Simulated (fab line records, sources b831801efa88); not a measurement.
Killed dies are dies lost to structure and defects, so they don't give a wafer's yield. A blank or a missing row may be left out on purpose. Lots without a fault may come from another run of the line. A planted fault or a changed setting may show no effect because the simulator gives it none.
Which tool did it? | flow sky130 | 12 lots, 36 wafers sampled, at 1 step of a route of 708

WHAT THE GAUGES READ, wafer by wafer
SKY_CAPM_RS_MEAS_03: measures by four-point-probe.
lot  | measured     | on            | CAPM_TIN_RS (ohm/sq)
L077 | day 36 19:19 | film_metro-01 | 6.89 6.84 6.94
L076 | day 37 01:02 | film_metro-01 | 6.95 7.04 7.09
L079 | day 37 08:56 | film_metro-02 | 6.82 6.82 6.81
L081 | day 38 16:44 | film_metro-01 | 6.98 6.99 7.02
L083 | day 39 02:13 | film_metro-01 | 6.99 6.95 6.99
L085 | day 40 09:41 | film_metro-01 | 7.01 7.05 7.02
L087 | day 40 14:34 | film_metro-03 | 6.92 6.93 6.96
L089 | day 40 22:32 | film_metro-01 | 6.95 6.90 6.85
L091 | day 41 11:44 | film_metro-03 | 6.98 6.84 6.94
L093 | day 41 22:59 | film_metro-01 | 6.93 6.80 6.96
L095 | day 42 16:15 | film_metro-02 | 6.86 6.77 6.91
L097 | day 43 09:49 | film_metro-01 | 7.07 7.06 7.12

WHICH TOOL RAN EACH LOT (tool, then ch and the chambers of the sampled wafers, then the start)
The record holds no process step before these readings.

THE ANSWER, worked out from the rows above alone
Rule: what is usual is taken from the lots themselves. Put in order of their means at a reading, lots are off if they are a third of the lots or fewer, leave a main group of 4 or more, and stand apart from it by a gap of 3 or more times the standard deviation of the main group's means; of several such gaps the widest counts. A main group whose means are all the same, to the digits that the tables above print for the reading, isn't used. A lot without any number at a reading at which 4 lots or more have one is off too. The other lots that the step has rows for count as sound.
No lot is off at any reading shown: from this, nothing can be told.

WHAT THE SIMULATOR HAD PUT IN
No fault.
